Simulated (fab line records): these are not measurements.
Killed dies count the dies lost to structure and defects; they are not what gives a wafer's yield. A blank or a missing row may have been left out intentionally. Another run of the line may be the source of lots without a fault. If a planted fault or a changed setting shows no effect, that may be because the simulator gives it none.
fab line records    flow gf180mcu
record: lots: 15  wafers: 45  last-day: 34
route steps=602 shown VT_IMPLANT@116
lots that met no fault: from a run of the same line without faults
start-h: start of the lot's first displayed wafer, in hours after the record's first day    wait-h: hours elapsed since this lot's preceding step    " same as the row above    L1.1+2: several wafers, shown together as one row    - value missing, or start not given    * or withheld: withheld    < > ~ a bound
route shown NAME@n: a module of which the file shows steps, and the number in the route of the first    usual: mean/standard deviation taken from wafers without a fault    same: alike in all rows    chamber/n: place in a boat    sites: readings site by site    _std_site: how widely they spread, as a standard deviation    _edge_site: outer sites' mean less inner sites'    radius-mm: how far each site lies from the wafer's centre    mask NAME#n: copy n    behind: the most recent tool/chamber to have shaped the wafer    hold: reason for holding the lot/hours on hold/outcome of the hold    device: which transistor (n, p or np) failed to switch    end of line: the route-end tests of the same wafers    where a step has no rows: the recipe by itself    killed: count of dies lost to structure and defects at first sort (not the wafer's yield)    map: per-die view of a wafer (x killed, . not killed, _ where there is no die)
set.NAME: the setting that was run; set.NAME@STEP: the one run at that earlier step    model.NAME: the simulator's own value behind a step, which no gauge read
one table for each step of the route and one row for each wafer, over a sample of lots
services: when a tool's chamber went out of use (start-h, in hours from the record's first day, below 0 if earlier), for how many hours, and the reason
== steps ==
step: GF_VT_IMPLANT_EXPOSE_26
recipe: mask-id: LVPWELL_HV_AREA  target-cd-nm: 860  na: 0.6  source-shape: conventional  sigma-outer: 0.6  dose-mj: 140
usual: exposure-dose-mJ-cm2: 139.99/0.14  focus-offset-nm: -0.1/0.49
lot.wafer  tool              chamber  start-h  wait-h  mask               exposure-dose-mJ-cm2  focus-offset-nm
L546.3     iline-stepper-02  0        133.07   -       LVPWELL_HV_AREA#0  140.07                0.4
L546.4     "                 0        "        "       LVPWELL_HV_AREA#0  139.91                1.2
L546.5     "                 0        "        "       LVPWELL_HV_AREA#0  139.96                0.8
L547.1     iline-stepper-02  0        144.47   -       LVPWELL_HV_AREA#0  140.15                -0.9
L547.2     "                 0        "        "       LVPWELL_HV_AREA#0  140.07                0.0
L547.3     "                 0        "        "       LVPWELL_HV_AREA#0  140.06                0.1
L548.1     iline-stepper-01  0        149.65   -       LVPWELL_HV_AREA#0  139.88                -0.7
L548.2     "                 0        "        "       LVPWELL_HV_AREA#0  139.82                -0.3
L548.6     "                 0        "        "       LVPWELL_HV_AREA#0  140.05                0.8
L549.3     iline-stepper-01  0        153.37   -       LVPWELL_HV_AREA#0  139.89                -0.2
L549.4     "                 0        "        "       LVPWELL_HV_AREA#0  139.83                0.2
L549.6     "                 0        "        "       LVPWELL_HV_AREA#0  139.60                -1.0
L551.3     iline-stepper-01  0        169.75   -       LVPWELL_HV_AREA#0  140.08                -0.5
L551.4     "                 0        "        "       LVPWELL_HV_AREA#0  140.01                0.3
L551.6     "                 0        "        "       LVPWELL_HV_AREA#0  140.04                0.1
L552.1     iline-stepper-02  0        173.26   -       LVPWELL_HV_AREA#0  140.04                0.5
L552.2     "                 0        "        "       LVPWELL_HV_AREA#0  140.30                0.0
L552.3     "                 0        "        "       LVPWELL_HV_AREA#0  140.07                -0.1
L553.3     iline-stepper-02  0        177.15   -       LVPWELL_HV_AREA#0  140.07                -0.3
L553.4     "                 0        "        "       LVPWELL_HV_AREA#0  139.91                0.8
L553.6     "                 0        "        "       LVPWELL_HV_AREA#0  140.02                0.0
L554.3     iline-stepper-01  0        184.29   -       LVPWELL_HV_AREA#0  140.06                0.1
L554.4     "                 0        "        "       LVPWELL_HV_AREA#0  140.02                -0.4
L554.6     "                 0        "        "       LVPWELL_HV_AREA#0  139.73                -0.4
L555.1     iline-stepper-01  0        189.59   -       LVPWELL_HV_AREA#0  139.90                0.2
L555.3     "                 0        "        "       LVPWELL_HV_AREA#0  140.00                -0.1
L555.6     "                 0        "        "       LVPWELL_HV_AREA#0  140.27                0.4
L557.2     iline-stepper-02  0        205.73   -       LVPWELL_HV_AREA#0  140.14                0.1
L557.3     "                 0        "        "       LVPWELL_HV_AREA#0  140.22                0.0
L557.5     "                 0        "        "       LVPWELL_HV_AREA#0  140.14                0.6
L558.4     iline-stepper-01  0        208.04   -       LVPWELL_HV_AREA#0  139.83                -0.4
L558.5     "                 0        "        "       LVPWELL_HV_AREA#0  139.96                -0.6
L558.6     "                 0        "        "       LVPWELL_HV_AREA#0  139.92                -0.1
L563.1     iline-stepper-01  0        243.57   -       LVPWELL_HV_AREA#0  140.24                0.9
L563.4     "                 0        "        "       LVPWELL_HV_AREA#0  139.94                0.5
L563.6     "                 0        "        "       LVPWELL_HV_AREA#0  140.10                0.8
L566.2     iline-stepper-02  -        259.30   -       LVPWELL_HV_AREA#0  -                     -
L566.4     "                 -        "        "       LVPWELL_HV_AREA#0  -                     -
L566.5     "                 -        "        "       LVPWELL_HV_AREA#0  -                     -
L567.4     iline-stepper-01  -        266.50   -       LVPWELL_HV_AREA#0  -                     -
L567.5     "                 -        "        "       LVPWELL_HV_AREA#0  -                     -
L567.6     "                 -        "        "       LVPWELL_HV_AREA#0  -                     -
L568.1     iline-stepper-02  -        272.20   -       LVPWELL_HV_AREA#0  -                     -
L568.4     "                 -        "        "       LVPWELL_HV_AREA#0  -                     -
L568.6     "                 -        "        "       LVPWELL_HV_AREA#0  -                     -
== services ==
tool              chamber  start-h  hours  kind
iline-stepper-01  -        137.17   4.4    pm
iline-stepper-02  -        141.65   2.1    pm
iline-stepper-02  -        143.73   -      consumable-replace:lamp
iline-stepper-02  0        191.53   -      calibration
iline-stepper-02  -        232.75   1.7    pm
iline-stepper-01  0        255.06   -      calibration
iline-stepper-01  -        266.55   1.7    pm
== key ==
first-sign: step: GF_VT_IMPLANT_EXPOSE_26  reading: tool-record  direction: missing
effect none on later readings
met-at GF_VT_IMPLANT_EXPOSE_26
struck-lots L566,L567,L568
later-rows-left-out L566.2,L566.4,L566.5,L567.4,L567.5,L567.6,L568.1,L568.4,L568.6
sort-left-out L566.2,L566.4,L566.5,L567.4,L567.5,L567.6,L568.1,L568.4,L568.6
tester-left-out L566,L567,L568
onset-between 243.57 259.30
fault: kind: skipped-step-whole  tool: iline-stepper-01,iline-stepper-02  chamber: -  onset-h: 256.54  steps: GF_VT_IMPLANT_EXPOSE_26  scope: struck-lots-only
tester-left-out: of these lots the tester's yield and bins aren't shown, on N5 and GAA mostly nor the transistor test; their killed dies are dies lost to structure and defects alone, not to doping, threshold or leakage, so they don't give the yield
sort-left-out: the simulated sort isn't trusted on such a fault, so these wafers' sort isn't shown, and their yield isn't known
later-rows-left-out: the simulator's readings of these wafers behind a module that went badly wrong aren't trusted and aren't shown, but for the sort
